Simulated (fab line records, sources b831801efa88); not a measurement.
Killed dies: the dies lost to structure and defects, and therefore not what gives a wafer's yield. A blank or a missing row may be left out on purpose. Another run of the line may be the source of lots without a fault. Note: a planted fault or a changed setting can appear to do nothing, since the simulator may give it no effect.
A lot that was struck, set against a sound lot | flow sky130 | 32 steps out of a route of 708
Sound: the wafers L455.1, L455.3, L455.4. Struck: wafer L466.6 (left out: L466.1, L466.4 of the same lot, which were not struck); the cause appears at the end.
Per side, at each step with rows, come the tool, then ch with its chambers, and then its first start. Under that, the readings that differ: sound wafers | struck wafers | difference of the means | sigmas: that difference in standard deviations of wafers without a fault.
alike: words and numbers the same on both sides, and readings whose means are apart by under 2 such deviations; not compared: readings that were withheld, readings missing a value for some wafer, numbers with overlapping values and no deviation given by the record, and bounds like >300 which may hide the same value.
Wherever a step has rows on one side only, a row that says differs or no value, or a row with sigmas, the two part there. Numbers that don't overlap but have no deviation are shown without sigmas and don't part them. A reading that every wafer of one side lacks parts them only if that side has two wafers or more.

SKY_VIA1_ETCH_15: etches SiO2 in C4F8/O2/Ar, stops on TiN, target depth 351 nm, time 54 s.
  sound on rie-diel-04 ch 0,1,2, day 35 09:10; struck on rie-diel-04 ch 2, day 39 08:13
  alike: oes-product-au, rf-fwd-power-W
  not compared: rf-hours-counter-h
then, 5 steps without rows for these wafers: SKY_VIA1_STRIP_16 (strips in O2/N2); SKY_VIA1_STRIP_17 (strips in post etch residue remover, time 1200 s); SKY_VIA1_CLEAN_18 (cleans in IPA, time 180 s); SKY_VIA1_CLEAN_19 (cleans in O3/DIW); SKY_VIA1_SPUTTER_20 (material TiN, target thk 20 nm, time 80 s).
SKY_VIA1_CVD_21: deposits W, target thk 270 nm, time 80.902 s.
  sound on cvd-w-02 ch 0,1, day 35 09:52; struck on cvd-w-01 ch 1, day 39 08:55
  alike: heater-power-outer-w, heater-power-w
SKY_VIA1_RS_MEAS_22: measures by four-point-probe.
  struck on film-metro-02, day 39 09:01; sound on film-metro-03, day 35 09:57
  alike: VIA1_W_RS
SKY_VIA1_THK_MEAS_23: measures by xrf.
  struck on film-metro-02, day 39 09:08; sound on film-metro-03, day 35 10:04
  alike: VIA1_W_THK
then, 3 steps without rows for these wafers: SKY_VIA1_CMP_24 (polishes, stops on SiO2, t overpolish 15 s, target thk 0 nm); SKY_METAL2_SPUTTER_00 (material Ti, target thk 15 nm, time 10 s); SKY_METAL2_SPUTTER_01 (material TiN, target thk 20 nm, time 16.7 s).
SKY_METAL2_SPUTTER_02: material AlCu, target thk 250 nm, time 13.3 s.
  struck on pvd-sputter-04, day 39 09:32; sound on pvd-sputter-04, day 35 10:29
  reading                                     | sound             | struck | difference | sigmas
  model.AlCu_of_METAL2_SPUTTER_02.thk-nm (nm) | 250.3 249.3 252.7 | 200.5  | -50.3      |
  alike: throttle-valve-pct
then, 1 step without rows for these wafers: SKY_METAL2_SPUTTER_03 (material Ti, target thk 5 nm, time 3.3 s).
SKY_METAL2_SPUTTER_04: material TiN, target thk 70 nm, time 58.3 s.
  struck on pvd-sputter-04, day 39 09:35; sound on pvd-sputter-04, day 35 10:31
  alike: throttle-valve-pct
SKY_METAL2_RS_MEAS_05: measures by four-point-probe.
  struck on film-metro-02, day 39 09:38; sound on film-metro-03, day 35 10:34
  reading                 | sound                | struck | difference | sigmas
  METAL2_ALCU_RS (ohm/sq) | 0.1266 0.1272 0.1253 | 0.1596 | +0.0332    | +22
SKY_METAL2_THK_MEAS_06: measures by xrf.
  struck on film-metro-02, day 39 09:45; sound on film-metro-03, day 35 10:41
  reading              | sound       | struck | difference | sigmas
  METAL2_ALCU_THK (nm) | 252 252 255 | 202    | -51        | -16
then, 8 steps without rows for these wafers: SKY_METAL2_DEHYDRATE_07 (time 60 s); SKY_METAL2_HMDS_08 (prime time 60 s); SKY_METAL2_COAT_09 (resist thk 60 nm); SKY_METAL2_COAT_10 (resist thk 450 nm); SKY_METAL2_SOFTBAKE_11 (time 90 s); SKY_METAL2_EXPOSE_12 (exposes mask MM2, target cd 140 nm); SKY_METAL2_PEB_13; SKY_METAL2_DEVELOP_14 (develop time 60 s).
SKY_METAL2_CD_MEAS_15: the cd target is 140 nm.
  struck on cd-sem-02, day 40 10:28; sound on cd-sem-01, day 36 13:31
  alike: cd-nm
SKY_METAL2_OVL_MEAS_16:
  struck on overlay-02, day 40 10:35; sound on overlay-01, day 36 13:38
  alike: METAL2_OVL
then, 1 step without rows for these wafers: SKY_METAL2_DESCUM_17 (chemistry O2, time 8 s).
SKY_METAL2_ETCH_18: etches BARC in N2/H2, stops on SiO2, time 45.9 s, target depth 60 nm.
  sound on rie-metal-01 ch 0,1, day 36 13:43; struck on rie-metal-03 ch 1, day 40 10:40
  reading            | sound             | struck | difference | sigmas
  rf-fwd-power-W (W) | 496.7 494.0 497.9 | 492.5  | -3.7       | -2
  alike: drypump-motor-current-A, oes-product-au, throttle-valve-pct
  not compared: rf-hours-counter-h
SKY_METAL2_METAL_ETCH_19: etches the open film in Cl2/BCl3, stops on SiO2, target depth 360 nm, time 78 s.
  sound on rie-metal-01 ch 0,1, day 36 13:46; struck on rie-metal-03 ch 1, day 40 10:43
  reading                | sound                | struck | difference | sigmas
  oes-product-au (a.u.)  | 0.854 0.852 0.859    | 0.815  | -0.040     | -7
  throttle-valve-pct (%) | 22.272 22.272 22.268 | 22.246 | -0.025     | -3
  alike: drypump-motor-current-A, rf-fwd-power-W
  not compared: rf-hours-counter-h
SKY_METAL2_STRIP_20: strips in O2/N2.
  sound on plasma-asher-04 ch 0,1, day 36 13:52; struck on plasma-asher-01 ch 0, day 40 10:49
  reading                      | sound          | struck | difference | sigmas
  drypump-motor-current-A (A)  | 4.9 5.2 4.9    | 5.9    | +0.9       | +2
  strip-time-to-endpoint-s (s) | 2.59 2.65 2.60 | 2.72   | +0.11      | +2
  alike: oes-product-au
  not compared: rf-hours-counter-h
-- the record jumps here: 10 days lie between the struck wafers' starts before and after (it left off in module METAL2 and takes up again in module PAD_OPEN, whose first step shown is number 708 of the route) --
SKY_PAD_OPEN_PROBE_99:
  struck on prober-02, day 50 00:20; sound on prober-01, day 47 02:16
  reading                      | sound                | struck | difference | sigmas
  killed_at_M0_to_M3           | 48 51 45             | 36     | -12        | -2
  killed-at-other              | 0 0 0                | 2      | +2         | +3
  model.etest.met2.line-ohm-um | 0.9279 0.947 0.9222  | 1.156  | +0.224     |
  model.etest.met2.rs-ohm-sq   | 0.1285 0.1289 0.1264 | 0.1627 | +0.0348    |
  alike: defect-limited-yield, killed_at_M4_up, killed-at-contacts, killed-at-front-end, killed-dies, killed-open, killed-short, sort_bin_3_pad_short, sort_bin_5_function, sort_bin_6_memory, sort-n-pass, sort-yield-pct

== WHERE THEY PART ==
First at SKY_METAL2_RS_MEAS_05; last, within this record, at SKY_PAD_OPEN_PROBE_99.

WHY: whatever the simulator had introduced
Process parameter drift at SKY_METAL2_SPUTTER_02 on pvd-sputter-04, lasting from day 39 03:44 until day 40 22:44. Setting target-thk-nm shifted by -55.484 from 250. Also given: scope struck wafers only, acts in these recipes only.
